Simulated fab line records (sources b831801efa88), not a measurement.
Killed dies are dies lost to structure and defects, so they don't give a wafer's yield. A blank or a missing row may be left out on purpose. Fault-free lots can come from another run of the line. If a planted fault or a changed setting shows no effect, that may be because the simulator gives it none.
The same fault as seen by 2 desks    flow gf180mcu    numbers are kept per desk, each desk with only its own; the story behind them comes last

== FOR THE TOOL OWNER'S DESK: implanter-02 ==
For each lot that ran on this tool, the mean over its sampled wafers that have a number, from the tool's own readings at GF_LVPWELL_IMPLANT_08. If a lot's mean is further than 4 standard deviations from the usual mean, the lot is out of limits and carries the mark OUT (the distance appears in the brackets).
Columns: A = beam_energy_keV at GF_LVPWELL_IMPLANT_08, usual 170.01; B = beam_on_s at GF_LVPWELL_IMPLANT_08, usual 10.02 s
lot   first seen here  A                         B
L145  day 4 01:45      170.06                    10.14
L147  day 4 15:05      170.05                    9.93
L148  day 4 19:37      136.00 (-99 or more) OUT  10.03
L151  day 5 12:06      136.03 (-99 or more) OUT  10.13
L163  day 8 15:43      170.02                    10.07
L165  day 9 01:25      170.05                    10.07
This desk's verdict: out of limits on L148, L151, starting with L148 at day 4 19:37 (beam_energy_keV at GF_LVPWELL_IMPLANT_08). In limits: L145, L147, L163, L165.

== METROLOGY DESK ==
What the gauges read, lot by lot, whatever tool the lot ran on: means of the sampled wafers that have a number. If a lot's mean is further than 4 standard deviations from the usual mean, the lot is out of limits and carries the mark OUT (the distance appears in the brackets).
Columns: A = LVPWELL_TW at GF_LVPWELL_TW_MEAS_11, usual 565.1; B = MVSD_RS at GF_VT_IMPLANT_RS_MEAS_46, usual 456.9 ohm/sq; C = LVPWELL_RS at GF_VT_IMPLANT_RS_MEAS_48, usual 1196.7 ohm/sq; D = DUAL_GATE_OXIDATION_00_THK at GF_DUAL_GATE_THK_MEAS_03, usual 10.93 nm
lot   first seen here  A      B      C                 D
L145  day 4 02:07      565.0  457.0  1197.3            10.90
L146  day 4 10:45      565.8  456.6  1196.8            10.94
L147  day 4 15:29      565.9  455.7  1195.5            11.03
L148  day 4 20:00      558.8  456.3  1255.2 (+22) OUT  10.74
L151  day 5 12:28      557.7  458.4  1253.6 (+22) OUT  11.06
L157  day 6 23:47      563.7  457.0  1195.5            10.88
L160  day 7 12:34      565.1  457.0  1195.7            11.31
L162  day 8 01:19      563.0  458.4  1192.3            10.74
L163  day 8 16:05      562.5  456.9  1196.4            10.78
L165  day 9 01:47      568.2  457.7  1200.1            11.06
L166  day 9 01:53      567.3  456.3  1195.7            10.59
L167  day 9 06:28      562.9  456.8  1196.9            10.98
This desk finds L148, L151 out of limits, with the earliest case on L148 at day 8 13:53 (LVPWELL_RS at GF_VT_IMPLANT_RS_MEAS_48). In limits: L145, L146, L147, L157, L160, L162, L163, L165, L166, L167.

== PUT TOGETHER ==
At day 4 19:37, on L148, L151, the tool owner's desk was in a position to raise an alarm.
On L148, L151, the metrology desk was in a position to raise an alarm at day 8 13:53.
The lots listed all ran GF_LVPWELL_IMPLANT_08 on implanter-02.

== WHAT HAD BEEN PUT IN BY THE SIMULATOR ==
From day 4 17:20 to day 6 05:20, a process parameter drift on implanter-02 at GF_LVPWELL_IMPLANT_08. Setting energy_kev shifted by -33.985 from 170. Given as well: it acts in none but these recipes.
Shown lots that were struck: L148, L151.
Hours from the fault's start to each desk's first reading out of limits: the tool owner's desk, 2; the metrology desk, 93.
